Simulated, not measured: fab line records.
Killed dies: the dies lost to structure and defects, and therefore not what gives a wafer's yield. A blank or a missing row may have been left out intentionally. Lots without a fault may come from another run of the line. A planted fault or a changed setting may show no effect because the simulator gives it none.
Which tool is to blame?	flow sky130	15 lots with 45 wafers sampled at 6 steps, on a route of 708 steps

== WHAT EACH GAUGE READ, for each wafer ==
SKY_VIA2_RS_MEAS_22: measures by four-point-probe. Usual: VIA2_W_RS gives 0.2721 ohm/sq (standard deviation 0.0025).
lot	measured	on	VIA2_W_RS (ohm/sq)	flag
L819	day 36 02:26	film_metro-03	0.2734 0.2715 0.2771	
L821	day 36 19:01	film_metro-04	0.2715 0.2733 0.2731	
L823	day 37 16:51	film_metro-02	0.2725 0.2711 0.2738	
L824	day 38 13:12	film_metro-03	0.2717 0.2723 0.2716	
L826	day 38 19:14	film_metro-03	0.2767 0.2736 0.2776	
L830	day 39 22:20	film_metro-04	0.2729 0.2682 0.2709	
L831	day 40 03:30	film_metro-04	0.2743 0.2725 0.2755	
L832	day 40 12:38	film_metro-03	0.2683 0.2727 0.2711	
L833	day 40 19:26	film_metro-03	0.2708 0.2698 0.2722	
L834	day 40 20:49	film_metro-04	0.2796 0.2704 0.2778	
L837	day 41 13:08	film_metro-04	0.2701 0.2704 0.2696	
L838	day 41 23:10	film_metro-04	0.2713 0.2700 0.2771	
L839	day 42 07:54	film_metro-03	0.2697 0.2711 0.2704	
L840	day 42 10:21	film_metro-03	0.2685 0.2687 0.2707	
L842	day 42 20:54	film_metro-04	0.2732 0.2704 0.2716	

SKY_CAPM_RS_MEAS_03: measures by four-point-probe. Usual: CAPM_TIN_RS gives 6.89 ohm/sq (standard deviation 0.083).
lot	measured	on	CAPM_TIN_RS (ohm/sq)	flag
L819	day 36 03:16	film_metro-01	6.94 6.92 6.95	
L821	day 36 19:50	film_metro-02	6.98 6.95 6.99	
L823	day 37 17:41	film_metro-03	7.09 7.06 7.12	
L824	day 38 14:01	film_metro-03	6.82 6.88 6.86	
L826	day 38 20:05	film_metro-02	7.04 7.00 6.97	
L830	day 39 23:10	film_metro-03	6.80 6.80 6.73	
L831	day 40 04:20	film_metro-01	- - -	OFF
L832	day 40 13:39	film_metro-02	- - -	OFF
L833	day 40 20:16	film_metro-03	- - -	OFF
L834	day 40 21:39	film_metro-01	6.94 6.92 6.95	
L837	day 41 13:57	film_metro-02	6.88 6.90 6.86	
L838	day 41 23:59	film_metro-03	6.93 6.93 6.95	
L839	day 42 08:44	film_metro-01	6.91 6.87 6.82	
L840	day 42 11:11	film_metro-01	6.91 6.88 6.96	
L842	day 42 21:44	film_metro-03	6.84 6.88 6.87	

SKY_CAPM_THK_MEAS_04: measures by xrf. Usual: CAPM_TIN_THK gives 201.2 nm (standard deviation 2.6).
lot	measured	on	CAPM_TIN_THK (nm)	flag
L819	day 36 03:23	film_metro-01	202.1 203.0 200.9	
L821	day 36 19:58	film_metro-02	199.7 200.1 199.6	
L823	day 37 17:47	film_metro-03	194.9 196.0 194.1	
L824	day 38 14:07	film_metro-03	202.4 201.5 201.9	
L826	day 38 20:11	film_metro-02	196.2 198.3 198.3	
L830	day 39 23:16	film_metro-03	203.1 203.6 206.1	
L831	day 40 04:26	film_metro-01	<0.0 <0.0 <0.0	OFF
L832	day 40 13:46	film_metro-02	<0.0 <0.0 <0.0	OFF
L833	day 40 20:23	film_metro-03	<0.0 <0.0 <0.0	OFF
L834	day 40 21:44	film_metro-01	201.5 201.7 200.5	
L837	day 41 14:02	film_metro-02	199.9 199.1 200.3	
L838	day 42 00:05	film_metro-03	199.7 199.0 199.6	
L839	day 42 08:50	film_metro-01	201.1 202.3 203.9	
L840	day 42 11:18	film_metro-01	202.5 203.1 200.5	
L842	day 42 21:50	film_metro-03	202.9 200.6 202.6	

== TOOL THAT RAN EACH LOT (tool first, then ch and the chambers of the sampled wafers, then the start) ==
lot	SKY_VIA2_CMP_24	SKY_METAL3_SPUTTER_04	SKY_CAPM_SPUTTER_02
L819	cmp-01 ch 1,3, day 36 02:40	pvd_sputter-03, day 36 03:01	pvd_sputter-01, day 36 03:09
L821	cmp-01 ch 0,1,3, day 36 19:12	pvd_sputter-03, day 36 19:36	pvd_sputter-01, day 36 19:44
L823	cmp-02 ch 0,2,3, day 37 17:01	pvd_sputter-03, day 37 17:25	pvd_sputter-02, day 37 17:33
L824	cmp-01 ch 1,2,3, day 38 13:28	pvd_sputter-01, day 38 13:43	pvd_sputter-02, day 38 13:51
L826	cmp-01 ch 0,3, day 38 19:24	pvd_sputter-04, day 38 19:48	pvd_sputter-01, day 38 19:57
L830	cmp-02 ch 0,2, day 39 22:31	pvd_sputter-01, day 39 22:53	pvd_sputter-03, day 39 23:01
L831	cmp-02 ch 0,2,3, day 40 03:46	pvd_sputter-03, day 40 04:04	pvd_sputter-02, day 40 04:12
L832	cmp-01 ch 0,2,3, day 40 13:01	pvd_sputter-04, day 40 13:25	pvd_sputter-02, day 40 13:32
L833	cmp-01 ch 0,2,3, day 40 19:37	pvd_sputter-04, day 40 20:01	pvd_sputter-02, day 40 20:09
L834	cmp-02 ch 0,3, day 40 20:56	pvd_sputter-01, day 40 21:21	pvd_sputter-01, day 40 21:29
L837	cmp-02 ch 2,3, day 41 13:15	pvd_sputter-01, day 41 13:39	pvd_sputter-02, day 41 13:47
L838	cmp-01 ch 2,3, day 41 23:21	pvd_sputter-01, day 41 23:42	pvd_sputter-02, day 41 23:50
L839	cmp-02 ch 0,2,3, day 42 08:04	pvd_sputter-03, day 42 08:28	pvd_sputter-02, day 42 08:36
L840	cmp-02 ch 2,3, day 42 10:35	pvd_sputter-01, day 42 10:56	pvd_sputter-02, day 42 11:04
L842	cmp-02 ch 0,1,2, day 42 21:05	pvd_sputter-01, day 42 21:27	pvd_sputter-02, day 42 21:35
- SKY_VIA2_CMP_24: polishes, stops on SiO2, t overpolish 20 s, target thk 0 nm.
- SKY_METAL3_SPUTTER_04: material TiN, target thk 70 nm, time 58.3 s.
- SKY_CAPM_SPUTTER_02: material TiN, target thk 200 nm, time 166.7 s.

== WHAT THE TOOLS THEMSELVES READ (means of the sampled wafers that have a number; where no wafer has one, the mark that the record gives instead) ==
SKY_VIA2_CMP_24. Usual: motor_current_A 11.2 A, standard deviation 0.94; overpolish_run_s 19.999 s, standard deviation 0.009; slurry_filter_dp_kPa 13.52 kPa, standard deviation 0.13; time_to_endpoint_s 102 s, standard deviation 4.3.
lot	tool	motor_current_A (A)	overpolish_run_s (s)	slurry_filter_dp_kPa (kPa)	time_to_endpoint_s (s)	flag
L819	cmp-01	11.0	19.994	13.52	106	
L821	cmp-01	10.6	20.003	13.60	105	
L823	cmp-02	11.9	19.998	13.58	101	
L824	cmp-01	11.0	19.998	13.51	104	
L826	cmp-01	9.8	19.993	13.49	104	
L830	cmp-02	11.8	20.002	13.62	99	
L831	cmp-02	12.0	19.999	13.43	96	
L832	cmp-01	10.3	19.992	13.48	106	
L833	cmp-01	10.6	20.001	13.53	104	
L834	cmp-02	12.1	20.003	13.57	96	
L837	cmp-02	11.2	19.998	13.49	97	
L838	cmp-01	10.8	20.001	13.55	100	
L839	cmp-02	11.7	19.997	13.49	97	
L840	cmp-02	11.4	19.999	13.52	108	
L842	cmp-02	11.4	20.000	13.53	101	

SKY_METAL3_SPUTTER_04. Usual: cathode_dc_power_W 6500.1 W, standard deviation 1.2; chamber_pressure_pa 0.4000 Pa, standard deviation 0.00086; throttle_valve_pct 29.8 %, standard deviation 1.1.
lot	tool	cathode_dc_power_W (W)	chamber_pressure_pa (Pa)	throttle_valve_pct (%)	flag
L819	pvd_sputter-03	6500.7	0.3994	30.8	
L821	pvd_sputter-03	6500.1	0.3995	31.0	
L823	pvd_sputter-03	6501.0	0.3998	29.9	
L824	pvd_sputter-01	6501.0	0.3996	29.1	
L826	pvd_sputter-04	6499.1	0.4006	29.9	
L830	pvd_sputter-01	6499.7	0.4002	29.4	
L831	pvd_sputter-03	6500.4	0.3995	30.7	
L832	pvd_sputter-04	6499.5	0.3999	30.0	
L833	pvd_sputter-04	6499.9	0.4007	29.2	
L834	pvd_sputter-01	6499.4	0.3997	29.0	
L837	pvd_sputter-01	6500.2	0.3999	30.1	
L838	pvd_sputter-01	6500.7	0.4000	29.6	
L839	pvd_sputter-03	6500.6	0.4005	30.9	
L840	pvd_sputter-01	6499.6	0.4002	29.1	
L842	pvd_sputter-01	6500.3	0.4008	29.7	

SKY_CAPM_SPUTTER_02. Usual: cathode_dc_power_W 6500.0 W, standard deviation 1.4; chamber_pressure_pa 0.4000 Pa, standard deviation 0.00081; throttle_valve_pct 30.2 %, standard deviation 0.92.
lot	tool	cathode_dc_power_W (W)	chamber_pressure_pa (Pa)	throttle_valve_pct (%)	flag
L819	pvd_sputter-01	6499.2	0.4014	29.3	
L821	pvd_sputter-01	6499.7	0.4004	29.3	
L823	pvd_sputter-02	6499.7	0.3989	30.2	
L824	pvd_sputter-02	6500.0	0.3998	30.6	
L826	pvd_sputter-01	6499.6	0.3995	29.6	
L830	pvd_sputter-03	6499.7	0.4003	29.0	
L831	pvd_sputter-02	-	-	-	OFF
L832	pvd_sputter-02	-	-	-	OFF
L833	pvd_sputter-02	-	-	-	OFF
L834	pvd_sputter-01	6499.4	0.3998	29.6	
L837	pvd_sputter-02	6500.3	0.4004	30.2	
L838	pvd_sputter-02	6500.8	0.3997	30.1	
L839	pvd_sputter-02	6499.2	0.3995	30.1	
L840	pvd_sputter-02	6501.4	0.4001	30.6	
L842	pvd_sputter-02	6501.0	0.3998	29.8	

== THE ANSWER, worked out from the rows above alone ==
Rule: take the mean of a lot's wafers that have a number; if it is more than 3 standard deviations from the usual mean, the lot is off. A lot without any number at a reading at which 4 lots or more have one is off too. All remaining lots with rows at the step are treated as sound. After the gauges, taken in route order, come the tools' own readings; for these a lot's mean is taken, as printed above. The first step at which some lot is off is used, and at that step the reading that is off furthest; a lot without a number counts as furthest.
Off: at SKY_CAPM_RS_MEAS_03 (CAPM_TIN_RS), L831, L832, L833. Without a number there: L831, L832, L833.
A tool fits if, at a process step before that reading, it ran every lot that is off, and no sound lot after the first of them. The gauges at SKY_CAPM_RS_MEAS_03 aren't tried: what is off there is off at SKY_CAPM_SPUTTER_02 too, on other tools, and a gauge's error can't cause that. Not one of the candidates tried fits.

== WHAT WAS PUT IN BY THE SIMULATOR ==
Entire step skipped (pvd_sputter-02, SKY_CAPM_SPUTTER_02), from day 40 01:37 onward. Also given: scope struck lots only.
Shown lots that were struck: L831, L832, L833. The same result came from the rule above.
